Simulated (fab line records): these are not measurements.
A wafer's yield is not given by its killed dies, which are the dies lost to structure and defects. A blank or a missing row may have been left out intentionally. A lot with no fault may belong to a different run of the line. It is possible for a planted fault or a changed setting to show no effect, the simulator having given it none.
Struck lot and sound lot, side by side	flow sky130	15 steps out of a route of 708
Sound: the wafers L936.4, L936.5, L936.6. Struck: wafers L938.1, L938.4, L938.5. The cause is given at the end.
Order at every step that has rows: each side's tool, ch and its chambers, its first start. Under that, the readings that differ: sound wafers	struck wafers	difference of the means	sigmas: that difference in standard deviations of wafers without a fault.
alike: readings whose means differ by less than 2 such deviations, and words and numbers that are the same on both sides. not compared: withheld readings, readings that some wafer has no value for, bounds like >300 that may hide the same value, and numbers for which the record gives no deviation and whose values overlap.
The two part at a step that has a row with sigmas, a row that says differs or no value, or rows on one side only. Numbers that don't overlap but have no deviation are shown without sigmas and don't part them. Lack of a reading on every wafer of one side parts them only where that side has two or more wafers.

first, 7 steps without rows for these wafers: SKY_METAL1_HMDS_08 (prime time 60 s); SKY_METAL1_COAT_09 (resist thk 60 nm); SKY_METAL1_COAT_10 (resist thk 450 nm); SKY_METAL1_SOFTBAKE_11 (time 90 s); SKY_METAL1_EXPOSE_12 (exposes mask MM1, target cd 140 nm); SKY_METAL1_PEB_13; SKY_METAL1_DEVELOP_14 (develop time 60 s).
SKY_METAL1_CD_MEAS_15 targets a cd of 140 nm.
  sound on cd-sem-02 at day 38 14:59; struck on cd-sem-02 at day 38 19:21
  alike: cd-nm
SKY_METAL1_OVL_MEAS_16:
  sound on overlay-02 at day 38 15:04; struck on overlay-02 at day 38 19:28
  alike: METAL1_OVL
SKY_METAL1_DESCUM_17: chemistry O2, time 8 s.
  sound on rie-metal-01 ch 0,1, day 38 15:05; struck on rie-metal-03 ch 0,1, day 38 19:31
  alike: drypump-motor-current-A, oes-product-au
  not compared: rf-hours-counter-h
SKY_METAL1_ETCH_18: etches BARC in N2/H2, stops on SiO2, time 45.9 s, target depth 60 nm.
  sound on rie-metal-01 ch 0,1, day 38 15:08; struck on rie-metal-03 ch 0,1, day 38 19:32
  alike: drypump-motor-current-A, h2-flow-sccm, oes-product-au, throttle-valve-pct
  not compared: rf-hours-counter-h
SKY_METAL1_METAL_ETCH_19: etches the open film in Cl2/BCl3, stops on SiO2, target depth 360 nm, time 78 s.
  sound on rie-metal-01 ch 0,1, day 38 15:13; struck on rie-metal-03 ch 0,1, day 38 19:36
  alike: bcl3-flow-sccm, drypump-motor-current-A, mfc-cl2-sccm, oes-product-au, throttle-valve-pct
  not compared: rf-hours-counter-h
SKY_METAL1_STRIP_20: strips in O2/N2.
  sound on plasma-asher-01 ch 0,1, day 38 15:18; struck on plasma-asher-04 ch 1, day 38 19:41
reading	sound	struck	difference	sigmas
overash-fraction	0.5 0.5 0.5	0.3 0.3 0.3	-0.2	
  alike: drypump-motor-current-A, oes-product-au, strip-time-to-endpoint-s
  not compared: rf-hours-counter-h
then, 1 step without rows for these wafers: SKY_METAL1_STRIP_21 (strips in post etch residue remover, time 1200 s).
-- the record jumps here: 11 days lie between the struck wafers' starts before and after (it left off in module METAL1 and takes up again in module PAD_OPEN, whose first step shown is number 708 of the route) --
SKY_PAD_OPEN_PROBE_99:
  sound on prober-01 at day 50 04:37; struck on prober-01 at day 50 05:58
reading	sound	struck	difference	sigmas
killed-short	49 37 47	29 22 35	-16	-2
  alike: defect-limited-yield, killed_at_M0_to_M3, killed_at_M4_up, killed-at-contacts, killed-at-front-end, killed-at-other, killed-dies, killed-open, sort_bin_3_pad_short, sort_bin_5_function, sort_bin_6_memory, sort-n-pass, sort-yield-pct

== WHERE THEY PART ==
Within this record, at SKY_PAD_OPEN_PROBE_99 only.

WHY: what had been put in by the simulator
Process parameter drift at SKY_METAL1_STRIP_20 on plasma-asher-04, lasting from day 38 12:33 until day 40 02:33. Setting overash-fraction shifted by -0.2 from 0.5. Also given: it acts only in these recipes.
